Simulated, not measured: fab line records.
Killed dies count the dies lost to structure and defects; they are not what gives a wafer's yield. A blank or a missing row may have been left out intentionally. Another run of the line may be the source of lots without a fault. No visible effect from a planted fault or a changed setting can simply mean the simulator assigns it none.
Lot-split experiment || flow sfq_line || on a route of 325 steps: 5 lots, 23 wafers read

## ON THE SPLIT
At SFQ_TRILAYER_I0_VIA_LITHO_EXPOSE_032 (exposes mask I0, target cd 500 nm), the setting dose_mj was moved away from the recipe's 21.3 on 12 of the 23 wafers read, by -6.5% to -2.6%. All remaining wafers had this setting at the recipe value.

## FROM THE SPLIT TO THE READING: what the file shows between them, 3 steps
- SFQ_TRILAYER_I0_VIA_LITHO_PEB_034: peb time 60 s
- SFQ_TRILAYER_I0_VIA_LITHO_DEVELOP_033: time 60 s
- SFQ_TRILAYER_I0_VIA_BARC_OPEN_VIA_ETCH_046: etches BARC in O2, target depth 125 nm, time 41.7 s

## THE READING
I0.cd_nm (the simulator's own value, which no gauge read), in nm, at SFQ_TRILAYER_I0_VIA_ETCH_VIA_ETCH_034 (etches SiO2 in CHF3, stops on Nb, target depth 260 nm). The file does not state a usual value for it. Across the 11 wafers here that went through the recipe, the average is 478.5 nm and the standard deviation 1.7 nm.

{"wafer": "L078.2", "tool, chamber at the split": "krf_scanner-02, 0", "dose_mj as run": 21.3, "against the recipe": "recipe", "I0.cd_nm, nm": 477.6, "against lot-mates on the recipe": "-"}
{"wafer": "L078.6", "tool, chamber at the split": "krf_scanner-02, 0", "dose_mj as run": 21.3, "against the recipe": "recipe", "I0.cd_nm, nm": 477.6, "against lot-mates on the recipe": "-"}
{"wafer": "L078.3", "tool, chamber at the split": "krf_scanner-02, 0", "dose_mj as run": 20.74, "against the recipe": "-2.6%", "I0.cd_nm, nm": 472.4, "against lot-mates on the recipe": -5.2}
{"wafer": "L078.4", "tool, chamber at the split": "krf_scanner-02, 0", "dose_mj as run": 20.74, "against the recipe": "-2.6%", "I0.cd_nm, nm": 473.4, "against lot-mates on the recipe": -4.2}
{"wafer": "L078.5", "tool, chamber at the split": "krf_scanner-02, 0", "dose_mj as run": 20.74, "against the recipe": "-2.6%", "I0.cd_nm, nm": 472, "against lot-mates on the recipe": -5.6}
{"wafer": "L079.1", "tool, chamber at the split": "krf_scanner-02, 0", "dose_mj as run": 21.3, "against the recipe": "recipe", "I0.cd_nm, nm": 479.5, "against lot-mates on the recipe": "-"}
{"wafer": "L079.2", "tool, chamber at the split": "krf_scanner-02, 0", "dose_mj as run": 21.3, "against the recipe": "recipe", "I0.cd_nm, nm": 477.4, "against lot-mates on the recipe": "-"}
{"wafer": "L079.3", "tool, chamber at the split": "krf_scanner-02, 0", "dose_mj as run": 21.3, "against the recipe": "recipe", "I0.cd_nm, nm": 481.8, "against lot-mates on the recipe": "-"}
{"wafer": "L081.1", "tool, chamber at the split": "krf_scanner-02, 0", "dose_mj as run": 21.3, "against the recipe": "recipe", "I0.cd_nm, nm": 476.5, "against lot-mates on the recipe": "-"}
{"wafer": "L081.2", "tool, chamber at the split": "krf_scanner-02, 0", "dose_mj as run": 19.94, "against the recipe": "-6.4%", "I0.cd_nm, nm": 470.3, "against lot-mates on the recipe": -6.8}
{"wafer": "L081.4", "tool, chamber at the split": "krf_scanner-02, 0", "dose_mj as run": 21.3, "against the recipe": "recipe", "I0.cd_nm, nm": 477.7, "against lot-mates on the recipe": "-"}
{"wafer": "L081.5", "tool, chamber at the split": "krf_scanner-02, 0", "dose_mj as run": 19.94, "against the recipe": "-6.4%", "I0.cd_nm, nm": 467.8, "against lot-mates on the recipe": -9.3}
{"wafer": "L081.6", "tool, chamber at the split": "krf_scanner-02, 0", "dose_mj as run": 19.94, "against the recipe": "-6.4%", "I0.cd_nm, nm": 469.5, "against lot-mates on the recipe": -7.6}
{"wafer": "L083.1", "tool, chamber at the split": "krf_scanner-02, 0", "dose_mj as run": 20.32, "against the recipe": "-4.6%", "I0.cd_nm, nm": 472.9, "against lot-mates on the recipe": -7.5}
{"wafer": "L083.3", "tool, chamber at the split": "krf_scanner-02, 0", "dose_mj as run": 21.3, "against the recipe": "recipe", "I0.cd_nm, nm": 480.8, "against lot-mates on the recipe": "-"}
{"wafer": "L083.4", "tool, chamber at the split": "krf_scanner-02, 0", "dose_mj as run": 20.32, "against the recipe": "-4.6%", "I0.cd_nm, nm": 469.1, "against lot-mates on the recipe": -11.3}
{"wafer": "L083.5", "tool, chamber at the split": "krf_scanner-02, 0", "dose_mj as run": 20.32, "against the recipe": "-4.6%", "I0.cd_nm, nm": 473.9, "against lot-mates on the recipe": -6.5}
{"wafer": "L083.6", "tool, chamber at the split": "krf_scanner-02, 0", "dose_mj as run": 21.3, "against the recipe": "recipe", "I0.cd_nm, nm": 480, "against lot-mates on the recipe": "-"}
{"wafer": "L084.1", "tool, chamber at the split": "krf_scanner-02, 0", "dose_mj as run": 21.3, "against the recipe": "recipe", "I0.cd_nm, nm": 476.7, "against lot-mates on the recipe": "-"}
{"wafer": "L084.2", "tool, chamber at the split": "krf_scanner-02, 0", "dose_mj as run": 19.91, "against the recipe": "-6.5%", "I0.cd_nm, nm": 464.2, "against lot-mates on the recipe": -13.3}
{"wafer": "L084.3", "tool, chamber at the split": "krf_scanner-02, 0", "dose_mj as run": 21.3, "against the recipe": "recipe", "I0.cd_nm, nm": 478.4, "against lot-mates on the recipe": "-"}
{"wafer": "L084.5", "tool, chamber at the split": "krf_scanner-02, 0", "dose_mj as run": 19.91, "against the recipe": "-6.5%", "I0.cd_nm, nm": 465.5, "against lot-mates on the recipe": -12.0}
{"wafer": "L084.6", "tool, chamber at the split": "krf_scanner-02, 0", "dose_mj as run": 19.91, "against the recipe": "-6.5%", "I0.cd_nm, nm": 466.1, "against lot-mates on the recipe": -11.4}

FIT RESULTS
A straight line over all 23 wafers: I0.cd_nm changes by +1.71 nm for each +1% of dose_mj; r = +0.93; the points scatter about the line by 2 nm.
The same after taking each lot's own level away (the mean of its wafers on the recipe; 23 wafers): +1.61 nm for each +1%; r = +0.94; scatter 1.7 nm.
That fit puts the effect of the largest move of dose_mj on the reading at 11 nm.
Across the lots, their own levels run from 477.10 to 480.40 nm, a range of 2.0 times the standard deviation given above.
Hence the lot-to-lot level has little effect on the slope; both slopes agree.
Check: -10.3 nm against its lot-mates is what the line predicts for one of the wafers moved furthest among these (-6.5%) when that wafer is left out of the fit. It came out at -13.3 nm against them.

## OTHER SPLITS ON THESE WAFERS
These wafers also went through other splits before the reading. Each is held against what the fit with the lots' levels taken away leaves over:
{"other split on the same wafers": "SFQ_TRILAYER_L0_LITHO_COAT_010 spin_rpm", "wafers away from the commonest value": 8, "r with I0.cd_nm (lot level and that fit taken away)": -0.40}
{"other split on the same wafers": "SFQ_TRILAYER_L0_BARC_OPEN_METAL_ETCH_010 time_s", "wafers away from the commonest value": 9, "r with I0.cd_nm (lot level and that fit taken away)": -0.04}
{"other split on the same wafers": "SFQ_TRILAYER_L0_VIA_LITHO_EXPOSE_014 dose_mj", "wafers away from the commonest value": 8, "r with I0.cd_nm (lot level and that fit taken away)": -0.13}
{"other split on the same wafers": "SFQ_TRILAYER_M0_DEP_SPUTTER_019 time_s", "wafers away from the commonest value": 7, "r with I0.cd_nm (lot level and that fit taken away)": "+0.29"}
{"other split on the same wafers": "SFQ_TRILAYER_M0_LITHO_PEB_024 peb_time_s", "wafers away from the commonest value": 7, "r with I0.cd_nm (lot level and that fit taken away)": -0.15}
{"other split on the same wafers": "SFQ_TRILAYER_I0_VIA_LITHO_COAT_031 resist_thk_nm", "wafers away from the commonest value": 11, "r with I0.cd_nm (lot level and that fit taken away)": "+0.50"}

## THE WHOLE CHAIN: every reading that the file lists as answering this split, in the file's order
{"step": "SFQ_TRILAYER_I0_VIA_BARC_OPEN_VIA_ETCH_046", "what it does": "etches BARC in O2, target depth 125 nm, time 41.7 s", "reading": "I0.cd_nm (the simulator's own value, which no gauge read)", "change (the file's fit)": "+1.7 nm for each +1% of the setting", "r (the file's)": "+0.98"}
{"step": "SFQ_TRILAYER_I0_VIA_ETCH_VIA_ETCH_034", "what it does": "etches SiO2 in CHF3, stops on Nb, target depth 260 nm", "reading": "I0.cd_nm (the simulator's own value, which no gauge read)", "change (the file's fit)": "+1.64 nm for each +1% of the setting", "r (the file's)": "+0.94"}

## THE FILE'S OWN FIT
I0.cd_nm changes by +1.64 nm for each +1% of dose_mj, r = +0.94.
